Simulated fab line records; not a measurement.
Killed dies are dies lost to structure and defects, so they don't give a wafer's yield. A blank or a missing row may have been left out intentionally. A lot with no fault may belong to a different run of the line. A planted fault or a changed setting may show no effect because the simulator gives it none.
Matching of chambers / flow gf180mcu / 3 sister chambers for GF_PASSIVATION_CVD_00 on pecvd-04
The step deposits SiO2 from TEOS, target thk 1000 nm, time 111.95 s. 3 wafers are shown with their chamber, then 11 later ones without.

EACH WAFER AND ITS CHAMBER
wafer=L084.6; chamber=1; heater_power_w (W)=793
wafer=L086.5; chamber=0; heater_power_w (W)=626
wafer=L092.2; chamber=2; heater_power_w (W)=690

WAFERS WITHOUT THEIR CHAMBER
wafer=L092.4; heater_power_w (W)=797
wafer=L092.5; heater_power_w (W)=569
wafer=L093.1; heater_power_w (W)=840
wafer=L093.2; heater_power_w (W)=663
wafer=L093.6; heater_power_w (W)=669
wafer=L096.3; heater_power_w (W)=522
wafer=L096.4; heater_power_w (W)=576
wafer=L096.6; heater_power_w (W)=692
wafer=L097.2; heater_power_w (W)=678
wafer=L097.3; heater_power_w (W)=603
wafer=L097.6; heater_power_w (W)=669

CHAMBER TAKEN BY EACH
wafer=L092.4; from the rows above=1; in truth=1
wafer=L092.5; from the rows above=can't be placed: 0 or 2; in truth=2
wafer=L093.1; from the rows above=1; in truth=1
wafer=L093.2; from the rows above=can't be placed: 2 or 0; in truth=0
wafer=L093.6; from the rows above=can't be placed: 2 or 0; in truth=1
wafer=L096.3; from the rows above=can't be placed: 0 or 2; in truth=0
wafer=L096.4; from the rows above=can't be placed: 0 or 2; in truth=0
wafer=L096.6; from the rows above=can't be placed: 2 or 0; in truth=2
wafer=L097.2; from the rows above=can't be placed: 2 or 0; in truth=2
wafer=L097.3; from the rows above=can't be placed: 0 or 2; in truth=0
wafer=L097.6; from the rows above=can't be placed: 2 or 0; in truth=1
Correctly placed: 2 of 11. Unplaceable from these rows: 9, with the true chamber sitting among the candidates in 7. Placed wrongly: 0.
How it was worked out, from the rows above alone: a wafer's distance from a chamber is the root of the sum, over the readings, of the square of ((its reading less the chamber's mean) divided by the reading's scatter). The wafer belongs to the nearest chamber; if the next one is less than 2 further off, it can't be placed. For every chamber, the mean is computed from those of its wafers that are shown. The scatter (one wafer shown for each chamber): square how far every hidden wafer sits from the nearest shown wafer, average those squares and take the square root.
